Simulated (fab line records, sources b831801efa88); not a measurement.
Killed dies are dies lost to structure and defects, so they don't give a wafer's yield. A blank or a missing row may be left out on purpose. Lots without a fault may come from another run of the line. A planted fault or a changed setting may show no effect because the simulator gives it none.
Which tool did it? | flow sky130 | 6 lots, 18 wafers sampled, at 3 steps of a route of 708

WHAT THE GAUGES READ, wafer by wafer
SKY_SD_N_OVL_MEAS_08.
lot  | measured     | on         | SD_N_OVL (nm)
L970 | day 29 03:41 | overlay-02 | -0.4 -0.4 -0.3
L974 | day 30 06:39 | overlay-02 | 2.2 2.4 -0.6
L977 | day 31 13:25 | overlay-02 | 2.3 3.1 4.1
L980 | day 32 13:11 | overlay-01 | 270.3 267.3 269.0
L983 | day 33 10:39 | overlay-02 | 0.8 0.9 0.9
L989 | day 35 05:26 | overlay-02 | 0.8 2.4 0.7

WHICH TOOL RAN EACH LOT (tool, then ch and the chambers of the sampled wafers, then the start)
lot  | SKY_SPACER_ETCHBACK_02             | SKY_SD_N_EXPOSE_04
L970 | rie_diel-02 ch 0,1,3, day 24 04:02 | iline_stepper-02 ch 0, day 28 13:34
L974 | rie_diel-01 ch 0,1, day 25 08:29   | iline_stepper-01 ch 0, day 29 16:47
L977 | rie_diel-02 ch 0,1,3, day 26 18:08 | iline_stepper-01 ch 0, day 30 23:39
L980 | rie_diel-02 ch 1,2,3, day 27 16:53 | iline_stepper-01 ch 0, day 31 22:38
L983 | rie_diel-03 ch 0,3, day 28 16:46   | iline_stepper-02 ch 0, day 32 20:49
L989 | rie_diel-01 ch 0,2,3, day 30 13:02 | iline_stepper-02 ch 0, day 34 16:01
- SKY_SPACER_ETCHBACK_02: etches Si3N4 in CH3F/O2, stops on SiO2, time 46.7 s, target depth 45 nm.
- SKY_SD_N_EXPOSE_04: exposes mask NSDM, target cd 380 nm.

THE ANSWER, worked out from the rows above alone
Rule: what is usual is taken from the lots themselves. Put in order of their means at a reading, lots are off if they are a third of the lots or fewer, leave a main group of 4 or more, and stand apart from it by a gap of 3 or more times the standard deviation of the main group's means; of several such gaps the widest counts. A main group whose means are all the same, to the digits that the tables above print for the reading, isn't used. A lot without any number at a reading at which 4 lots or more have one is off too. The other lots that the step has rows for count as sound.
Off: L980, at SKY_SD_N_OVL_MEAS_08 (SD_N_OVL). The main group: mean 1.3 nm, standard deviation 1.1.
A tool fits if, at a process step before that reading, it ran every lot that is off, and no sound lot after the first of them. The gauges at SKY_SD_N_OVL_MEAS_08 are tried like those tools. Can't be told from this: 3 tools fit, rie_diel-02 at SKY_SPACER_ETCHBACK_02, iline_stepper-01 at SKY_SD_N_EXPOSE_04, overlay-01 at SKY_SD_N_OVL_MEAS_08.

WHAT THE SIMULATOR HAD PUT IN
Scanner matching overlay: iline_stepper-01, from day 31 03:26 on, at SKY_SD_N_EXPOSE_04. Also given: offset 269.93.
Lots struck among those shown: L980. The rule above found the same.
